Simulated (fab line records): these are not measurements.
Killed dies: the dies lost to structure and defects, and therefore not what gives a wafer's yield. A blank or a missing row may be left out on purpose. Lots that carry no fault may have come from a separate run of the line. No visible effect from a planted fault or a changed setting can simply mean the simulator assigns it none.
fab line records + flow sfqLine
record
- lots=14
- wafers=42
- lastDay=95
route steps=325 shown M2@90 I2@113 I3@144 JJ@182
lots untouched by any fault: they come from a run of this same line in which no faults occurred
startH: hours from the record's first day to the start of the lot's first wafer shown + waitH: hours elapsed since this lot's preceding step + " identical to the entry in the row above + L1.1+2: one row covering several wafers at once + - either no value or no given start + * or withheld: withheld + < > ~ a bound
route shown NAME@n: names a module that has steps shown in the file, with the first one's number in the route + usual: mean/standard deviation taken from wafers without a fault + same: alike in all rows + chamber/n: place in a boat + sites: per-site readings + _std_site: standard deviation across them + _edge_site: the outer-site mean with the inner-site mean subtracted + radiusMm: for every site, how far away it sits from the centre of the wafer + mask NAME#n: copy n + behind: tool/chamber where the wafer was last shaped + hold: cause of the lot's hold/its duration in hours/its outcome + device: which transistor (n, p or np) failed to switch + end of line: the route-end tests of the same wafers + a step without rows: its recipe alone + killed: dies lost to structure and defects at the first sort, not the wafer's yield + map: per-die view of a wafer (x killed, . not killed, _ where there is no die)
set.NAME: setting as actually run; set.NAME@STEP: the setting as run at that earlier step + model.NAME: the simulator's own value behind a step, which no gauge read
one table for each step of the route and one row for each wafer, over a sample of lots
services: the hour from which a tool's chamber was out of use, counted from the record's first day as startH (under 0 if before that day), plus the number of hours and why
## steps
# step SFQ_M2_RS_MEAS_914
# recipe
- thkMeasGauge=four-point-probe
- reads=Nb_of_TRILAYER_M2_DEP_SPUTTER_055
# usual
- M2_NB_RS=0.885/0.0098
| lot.wafer | tool         | chamber | startH | waitH | M2_NB_RS[ohm/sq] |
|-----------|--------------|---------|--------|-------|------------------|
| L944.1    | filmMetro-01 | -       | 562.58 | 0.0   | 0.883            |
| L944.4    | "            | -       | "      | "     | 0.876            |
| L944.5    | "            | -       | "      | "     | 0.891            |
| L947.1    | filmMetro-01 | -       | 598.25 | 0.0   | 0.883            |
| L947.3    | "            | -       | "      | "     | 0.887            |
| L947.5    | "            | -       | "      | "     | 0.885            |
| L948.1    | filmMetro-03 | -       | 606.68 | 0.0   | 0.889            |
| L948.3    | "            | -       | "      | "     | 0.880            |
| L948.6    | "            | -       | "      | "     | 0.882            |
| L949.4    | filmMetro-03 | -       | 631.23 | 0.1   | 0.878            |
| L949.5    | "            | -       | "      | "     | 0.880            |
| L949.6    | "            | -       | "      | "     | 0.882            |
| L950.1    | filmMetro-04 | -       | 640.19 | 0.0   | 0.908            |
| L950.3    | "            | -       | "      | "     | 0.903            |
| L950.5    | "            | -       | "      | "     | 0.908            |
| L952.2    | filmMetro-04 | -       | 703.34 | 0.1   | 0.887            |
| L952.5    | "            | -       | "      | "     | 0.889            |
| L952.6    | "            | -       | "      | "     | 0.887            |
| L953.2    | filmMetro-01 | -       | 704.54 | 0.1   | 0.887            |
| L953.3    | "            | -       | "      | "     | 0.891            |
| L953.6    | "            | -       | "      | "     | 0.878            |
| L954.1    | filmMetro-04 | -       | 705.72 | 0.0   | 0.891            |
| L954.2    | "            | -       | "      | "     | 0.898            |
| L954.3    | "            | -       | "      | "     | 0.884            |
| L955.1    | filmMetro-03 | -       | 709.44 | 0.0   | 0.879            |
| L955.2    | "            | -       | "      | "     | 0.872            |
| L955.3    | "            | -       | "      | "     | 0.882            |
| L956.1    | filmMetro-04 | -       | 721.31 | 0.0   | 0.877            |
| L956.4    | "            | -       | "      | "     | 0.877            |
| L956.5    | "            | -       | "      | "     | 0.874            |
| L964.3    | filmMetro-04 | -       | 790.90 | 0.1   | 0.889            |
| L964.5    | "            | -       | "      | "     | 0.898            |
| L964.6    | "            | -       | "      | "     | 0.878            |
| L965.2    | filmMetro-04 | -       | 793.20 | 0.1   | 0.897            |
| L965.3    | "            | -       | "      | "     | 0.891            |
| L965.4    | "            | -       | "      | "     | 0.894            |
| L966.1    | filmMetro-03 | -       | 806.72 | 0.0   | 0.884            |
| L966.2    | "            | -       | "      | "     | 0.886            |
| L966.3    | "            | -       | "      | "     | 0.895            |
| L967.2    | filmMetro-04 | -       | 821.91 | 0.1   | 0.879            |
| L967.4    | "            | -       | "      | "     | 0.886            |
| L967.5    | "            | -       | "      | "     | 0.873            |
# step SFQ_I2_OVL_MEAS_918
# usual
- I2_OVL=2/4.6
| lot.wafer | tool       | chamber | startH  | waitH | I2_OVL[nm] |
|-----------|------------|---------|---------|-------|------------|
| L944.1    | overlay-02 | -       | 878.19  | 0.1   | -2         |
| L944.4    | "          | -       | "       | "     | 0          |
| L944.5    | "          | -       | "       | "     | -3         |
| L947.1    | overlay-01 | -       | 915.51  | 0.1   | 4          |
| L947.3    | "          | -       | "       | "     | -1         |
| L947.5    | "          | -       | "       | "     | 10         |
| L948.1    | overlay-02 | -       | 923.95  | 0.1   | 0          |
| L948.3    | "          | -       | "       | "     | 4          |
| L948.6    | "          | -       | "       | "     | 3          |
| L949.4    | overlay-02 | -       | 943.17  | 0.1   | 0          |
| L949.5    | "          | -       | "       | "     | 2          |
| L949.6    | "          | -       | "       | "     | 3          |
| L950.1    | overlay-02 | -       | 949.15  | 0.1   | -6         |
| L950.3    | "          | -       | "       | "     | -3         |
| L950.5    | "          | -       | "       | "     | -7         |
| L952.2    | overlay-02 | -       | 998.61  | 0.1   | -4         |
| L952.5    | "          | -       | "       | "     | -2         |
| L952.6    | "          | -       | "       | "     | -7         |
| L953.2    | overlay-02 | -       | 999.81  | 0.1   | 5          |
| L953.3    | "          | -       | "       | "     | 0          |
| L953.6    | "          | -       | "       | "     | 8          |
| L954.1    | overlay-02 | -       | 1005.80 | 0.1   | 12         |
| L954.2    | "          | -       | "       | "     | 7          |
| L954.3    | "          | -       | "       | "     | 11         |
| L955.1    | overlay-02 | -       | 1008.20 | 0.1   | 4          |
| L955.2    | "          | -       | "       | "     | 5          |
| L955.3    | "          | -       | "       | "     | -1         |
| L956.1    | overlay-01 | -       | 1019.00 | 0.1   | 0          |
| L956.4    | "          | -       | "       | "     | 5          |
| L956.5    | "          | -       | "       | "     | 3          |
| L964.3    | overlay-02 | -       | 1093.74 | 0.1   | 5          |
| L964.5    | "          | -       | "       | "     | 3          |
| L964.6    | "          | -       | "       | "     | 6          |
| L965.2    | overlay-02 | -       | 1097.34 | 0.1   | 10         |
| L965.3    | "          | -       | "       | "     | 9          |
| L965.4    | "          | -       | "       | "     | 4          |
| L966.1    | overlay-02 | -       | 1102.13 | 0.1   | 0          |
| L966.2    | "          | -       | "       | "     | 3          |
| L966.3    | "          | -       | "       | "     | 0          |
| L967.2    | overlay-01 | -       | 1111.74 | 0.1   | -1         |
| L967.4    | "          | -       | "       | "     | 3          |
| L967.5    | "          | -       | "       | "     | 4          |
# step SFQ_TRILAYER_I3_VIA_BARC_OPEN_VIA_ETCH_121
# recipe
- maskMaterial=PR
- chemistry=O2
- targetDepthNm=125
- target=BARC
- sourceW=500
- biasW=80
- pressureMtorr=30
- timeS=41.7
# usual
- drypumpMotorCurrentA=5.4/0.42
- oesProductAu=0.685/0.0045
- rfFwdPowerW=494.4/2
| lot.wafer | tool       | chamber | startH  | waitH | drypumpMotorCurrentA | oesProductAu | rfFwdPowerW | rfHoursCounterH |
|-----------|------------|---------|---------|-------|----------------------|--------------|-------------|-----------------|
| L944.1    | rieDiel-04 | 3       | 1154.41 | 0.0   | 5.5                  | 0.693        | 496.7       | 4               |
| L944.4    | "          | 0       | "       | "     | 5.0                  | 0.678        | 492.1       | 7               |
| L944.5    | "          | 0       | "       | "     | 5.0                  | 0.688        | 490.9       | -               |
| L947.1    | rieDiel-01 | 3       | 1185.54 | 0.0   | 5.6                  | 0.680        | 492.0       | 7               |
| L947.3    | "          | 0       | "       | "     | 5.6                  | 0.681        | 492.4       | 8               |
| L947.5    | "          | 3       | "       | "     | 5.6                  | 0.689        | 495.6       | -               |
| L948.1    | rieDiel-04 | 3       | 1192.74 | 0.0   | 5.5                  | 0.682        | 497.2       | 4               |
| L948.3    | "          | 0       | "       | "     | 5.0                  | 0.681        | 496.3       | 8               |
| L948.6    | "          | 3       | "       | "     | 5.5                  | 0.680        | 496.4       | -               |
| L949.4    | rieDiel-01 | 3       | 1212.06 | 0.0   | 5.6                  | 0.692        | 494.4       | 8               |
| L949.5    | "          | 0       | "       | "     | 5.6                  | 0.681        | 493.4       | -               |
| L949.6    | "          | 1       | "       | "     | 5.3                  | 0.680        | 494.5       | -               |
| L950.1    | rieDiel-01 | 3       | 1219.26 | 0.0   | 5.6                  | 0.682        | 492.2       | 8               |
| L950.3    | "          | 0       | "       | "     | 5.6                  | 0.684        | 488.5       | 8               |
| L950.5    | "          | 1       | "       | "     | 5.4                  | 0.678        | 498.9       | -               |
| L952.2    | rieDiel-04 | 0       | 1272.88 | 0.0   | 5.0                  | 0.683        | 494.0       | 9               |
| L952.5    | "          | 3       | "       | "     | 5.5                  | 0.686        | 497.8       | -               |
| L952.6    | "          | 2       | "       | "     | 4.9                  | 0.682        | 496.6       | -               |
| L953.2    | rieDiel-04 | 3       | 1276.48 | 0.0   | 5.4                  | 0.681        | 496.4       | 6               |
| L953.3    | "          | 2       | "       | "     | 4.9                  | 0.689        | 493.0       | 19              |
| L953.6    | "          | 0       | "       | "     | 5.0                  | 0.681        | 493.3       | -               |
| L954.1    | rieDiel-01 | 1       | 1280.08 | 0.0   | 5.3                  | 0.687        | 494.5       | 12              |
| L954.2    | "          | 0       | "       | "     | 5.7                  | 0.688        | 491.8       | 10              |
| L954.3    | "          | 3       | "       | "     | 5.6                  | 0.684        | 414.0       | 9               |
| L955.1    | rieDiel-04 | 3       | 1283.68 | 0.0   | 5.5                  | 0.690        | 498.5       | 6               |
| L955.2    | "          | 2       | "       | "     | 4.9                  | 0.687        | 497.4       | 19              |
| L955.3    | "          | 1       | "       | "     | 5.9                  | 0.687        | 494.1       | 0               |
| L956.1    | rieDiel-01 | 3       | 1290.88 | 0.0   | 5.6                  | 0.685        | 416.2       | 9               |
| L956.4    | "          | 3       | "       | "     | 5.6                  | 0.686        | 416.8       | -               |
| L956.5    | "          | 0       | "       | "     | 5.6                  | 0.689        | 492.5       | -               |
| L964.3    | rieDiel-04 | 3       | 1349.93 | 0.0   | 5.5                  | 0.683        | 497.1       | 7               |
| L964.5    | "          | 2       | "       | "     | 4.9                  | 0.683        | 496.6       | -               |
| L964.6    | "          | 1       | "       | "     | 5.8                  | 0.680        | 495.0       | -               |
| L965.2    | rieDiel-02 | 0       | 1354.73 | 0.0   | 5.6                  | 0.690        | 494.3       | 12              |
| L965.3    | "          | 1       | "       | "     | 4.9                  | 0.687        | 494.3       | 16              |
| L965.4    | "          | 2       | "       | "     | 5.0                  | 0.681        | 493.7       | 12              |
| L966.1    | rieDiel-04 | 1       | 1358.33 | 0.0   | 5.9                  | 0.691        | 493.9       | 1               |
| L966.2    | "          | 0       | "       | "     | 5.0                  | 0.684        | 491.0       | 10              |
| L966.3    | "          | 3       | "       | "     | 5.4                  | 0.685        | 494.5       | 7               |
| L967.2    | rieDiel-02 | 2       | 1365.53 | 0.0   | 5.0                  | 0.682        | 496.4       | 12              |
| L967.4    | "          | 3       | "       | "     | 4.9                  | 0.691        | 494.6       | 0               |
| L967.5    | "          | 3       | "       | "     | 4.9                  | 0.686        | 493.4       | -               |
# step SFQ_TRILAYER_JJ_TRILAYER_DEP_SPUTTER_112
# recipe
- material=Nb
- basePressurePa=1.33e-06
- chamberPressurePa=0.1333
- substrateTempC=20
- targetThkNm=170
- powerW=2000
- timeS=113.3
# usual
- throttleValvePct=30.2/1
| lot.wafer | tool          | chamber | startH  | waitH | throttleValvePct |
|-----------|---------------|---------|---------|-------|------------------|
| L944.1    | pvdSputter-03 | -       | 1409.38 | 0.5   | 29.8             |
| L944.4    | "             | -       | "       | "     | 30.9             |
| L944.5    | "             | -       | "       | "     | 31.2             |
| L947.1    | pvdSputter-05 | -       | 1438.45 | 0.6   | 27.9             |
| L947.3    | "             | -       | "       | "     | 31.0             |
| L947.5    | "             | -       | "       | "     | 27.7             |
| L948.1    | pvdSputter-04 | -       | 1444.31 | 0.5   | 29.7             |
| L948.3    | "             | -       | "       | "     | 30.5             |
| L948.6    | "             | -       | "       | "     | 29.9             |
| L949.4    | pvdSputter-04 | -       | 1465.91 | 0.5   | 30.8             |
| L949.5    | "             | -       | "       | "     | 29.3             |
| L949.6    | "             | -       | "       | "     | 29.3             |
| L950.1    | pvdSputter-03 | -       | 1474.31 | 0.5   | 31.0             |
| L950.3    | "             | -       | "       | "     | 29.5             |
| L950.5    | "             | -       | "       | "     | 30.1             |
| L952.2    | pvdSputter-03 | -       | 1517.76 | 0.5   | 29.8             |
| L952.5    | "             | -       | "       | "     | 31.0             |
| L952.6    | "             | -       | "       | "     | 30.0             |
| L953.2    | pvdSputter-03 | -       | 1523.76 | 0.5   | 30.9             |
| L953.3    | "             | -       | "       | "     | 30.7             |
| L953.6    | "             | -       | "       | "     | 29.7             |
| L954.1    | pvdSputter-05 | -       | 1529.76 | 0.5   | 31.6             |
| L954.2    | "             | -       | "       | "     | 31.4             |
| L954.3    | "             | -       | "       | "     | 30.8             |
| L955.1    | pvdSputter-04 | -       | 1530.97 | 0.5   | 29.3             |
| L955.2    | "             | -       | "       | "     | 30.2             |
| L955.3    | "             | -       | "       | "     | 29.9             |
| L956.1    | pvdSputter-04 | -       | 1536.96 | 0.5   | 29.2             |
| L956.4    | "             | -       | "       | "     | 29.6             |
| L956.5    | "             | -       | "       | "     | 29.6             |
| L964.3    | pvdSputter-05 | -       | 1584.01 | 0.5   | 31.3             |
| L964.5    | "             | -       | "       | "     | 31.5             |
| L964.6    | "             | -       | "       | "     | 28.1             |
| L965.2    | pvdSputter-04 | -       | 1587.61 | 0.5   | 30.3             |
| L965.3    | "             | -       | "       | "     | 29.7             |
| L965.4    | "             | -       | "       | "     | 29.1             |
| L966.1    | pvdSputter-05 | -       | 1592.41 | 0.5   | 31.3             |
| L966.2    | "             | -       | "       | "     | 30.8             |
| L966.3    | "             | -       | "       | "     | 31.5             |
| L967.2    | pvdSputter-03 | -       | 1593.61 | 0.5   | 30.2             |
| L967.4    | "             | -       | "       | "     | 30.9             |
| L967.5    | "             | -       | "       | "     | 30.4             |
## services
| tool          | chamber | startH  | hours | kind   |
|---------------|---------|---------|-------|--------|
| rieDiel-04    | 1       | 1140.59 | 5.9   | repair |
| rieDiel-04    | 1       | 1147.47 | 4.7   | repair |
| rieDiel-02    | 1       | 1156.27 | 3.3   | repair |
| pvdSputter-03 | -       | 1183.24 | 26.3  | repair |
| pvdSputter-03 | -       | 1228.28 | 3.3   | repair |
| rieDiel-04    | -       | 1254.59 | 2.8   | pm     |
| rieDiel-01    | 2       | 1289.97 | 3.2   | repair |
| pvdSputter-04 | -       | 1362.15 | 16.5  | repair |
| pvdSputter-04 | -       | 1363.16 | 2.1   | repair |
| rieDiel-01    | 1       | 1366.84 | 4.5   | repair |
| pvdSputter-04 | -       | 1378.56 | 2.3   | repair |
| rieDiel-01    | 3       | 1408.22 | 6.4   | repair |
| pvdSputter-03 | -       | 1410.31 | 2.7   | repair |
| rieDiel-04    | 2       | 1421.83 | 13.2  | repair |
| rieDiel-02    | -       | 1424.58 | 0.5   | repair |
| rieDiel-04    | 1       | 1427.67 | 1.9   | repair |
| pvdSputter-03 | -       | 1441.16 | 6.6   | repair |
| pvdSputter-04 | -       | 1471.40 | 2.2   | repair |
| rieDiel-01    | 1       | 1478.17 | 5.8   | repair |
| pvdSputter-05 | -       | 1483.52 | 2.3   | repair |
| pvdSputter-04 | -       | 1485.68 | 1.0   | repair |
| pvdSputter-04 | -       | 1510.94 | 8.3   | repair |
| pvdSputter-05 | -       | 1524.43 | 1.0   | repair |
| rieDiel-01    | -       | 1546.82 | 2.8   | pm     |
## key
firstSign
- step=SFQ_TRILAYER_I3_VIA_BARC_OPEN_VIA_ETCH_121
- reading=rfFwdPowerW
- direction=down
- sigmas=39
- usual=494.4
- struck=415.7
effect none on later readings
metAt SFQ_TRILAYER_I3_VIA_BARC_OPEN_VIA_ETCH_121
struckLots L954,L956
struckWafers L954.3,L956.1,L956.4
notActingAt SFQ_M2_RS_MEAS_914,SFQ_I2_OVL_MEAS_918,SFQ_TRILAYER_JJ_TRILAYER_DEP_SPUTTER_112
onsetBetween 1219.26 1280.08
fault
- kind=processParameterDrift
- tool=rieDiel-01
- chamber=3
- onsetH=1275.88
- steps=SFQ_TRILAYER_I3_VIA_BARC_OPEN_VIA_ETCH_121
- channel=sourceW
- offset=-80
- shape=step
- endH=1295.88
- actsIn=theseRecipesOnly
- stated=500
